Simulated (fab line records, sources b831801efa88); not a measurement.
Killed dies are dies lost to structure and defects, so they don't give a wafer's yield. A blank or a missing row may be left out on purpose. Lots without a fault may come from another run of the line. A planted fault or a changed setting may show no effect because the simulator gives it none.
A struck lot beside a sound one | flow sfq_line | 14 steps out of a route of 325
Sound: wafers L293.1, L293.3, L293.4. Struck: wafers L287.1, L287.2, L287.6. The cause comes at the end.
At each step with rows: each side's tool, then ch and its chambers, then its first start. Under that, the readings that differ: sound wafers | struck wafers | difference of the means | sigmas: that difference in standard deviations of wafers without a fault.
alike: readings whose means differ by less than 2 such deviations, and words and numbers that are the same on both sides. not compared: withheld readings, readings that some wafer has no value for, bounds like >300 that may hide the same value, and numbers for which the record gives no deviation and whose values overlap.
The two part at a step that has a row with sigmas, a row that says differs or no value, or rows on one side only. Numbers that don't overlap but have no deviation are shown without sigmas and don't part them. A reading that every wafer of one side lacks parts them only if that side has two wafers or more.

first, 3 steps without rows for these wafers: SFQ_TRILAYER_I7_VIA_LITHO_EXPOSE_188 (exposes mask I7, target cd 1000 nm); SFQ_TRILAYER_I7_VIA_LITHO_PEB_190 (peb time 60 s); SFQ_TRILAYER_I7_VIA_LITHO_DEVELOP_189 (time 60 s).
SFQ_I7_OVL_MEAS_947:
  sound on overlay-01, day 88 08:48; struck on overlay-01, day 86 05:49
  alike: I7_OVL
SFQ_TRILAYER_I7_VIA_BARC_OPEN_VIA_ETCH_260: etches BARC in O2, target depth 125 nm, time 41.7 s.
  sound on rie_diel-01 ch 0,1,2, day 88 08:50; struck on rie_diel-01 ch 1,2,3, day 86 05:52
  alike: drypump_motor_current_A, oes_product_au
  not compared: rf_hours_counter_h
SFQ_TRILAYER_I7_VIA_ETCH_VIA_ETCH_190: etches SiO2 in CHF3, stops on Nb, target depth 260 nm.
  sound on rie_diel-01 ch 0,1,2, day 88 08:52; struck on rie_diel-01 ch 1,2,3, day 86 05:54
  alike: drypump_motor_current_A, oes_product_au
SFQ_TRILAYER_I7_VIA_STRIP_STRIP_191: strips in O2.
  sound on rie_metal-04 ch 0,1, day 88 08:59; struck on rie_metal-02 ch 0,1, day 86 06:01
  alike: drypump_motor_current_A, oes_product_au
  not compared: rf_hours_counter_h
then, 5 steps without rows for these wafers: SFQ_TRILAYER_I7_VIA_STRIP_SOLV_CLEAN_192 (cleans in NMP, time 600 s); SFQ_TRILAYER_M8_LITHO_LOR_COAT_197; SFQ_TRILAYER_M8_LITHO_LOR_BAKE_198; SFQ_TRILAYER_M8_LITHO_COAT_193 (resist thk 600 nm); SFQ_TRILAYER_M8_LITHO_SOFTBAKE_199.
SFQ_TRILAYER_M8_LITHO_EXPOSE_194: exposes mask M8, target cd 2000 nm.
  sound on krf_scanner-02 ch 0, day 88 17:20; struck on krf_scanner-01, day 86 13:58
  no value came back on the struck wafers for exposure_dose_mJ_cm2, focus_offset_nm (nm); on the sound wafers exposure_dose_mJ_cm2 reads 14.397 14.398 14.382
  alike: mask
then, 1 step without rows for these wafers: SFQ_TRILAYER_M8_LITHO_PEB_196 (peb time 60 s).

WHERE THEY PART
Only at SFQ_TRILAYER_M8_LITHO_EXPOSE_194, within this record.

WHY: what the simulator had put in
Skipped step whole: krf_scanner-01, from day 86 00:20 on, at SFQ_TRILAYER_M8_LITHO_EXPOSE_194. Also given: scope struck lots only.
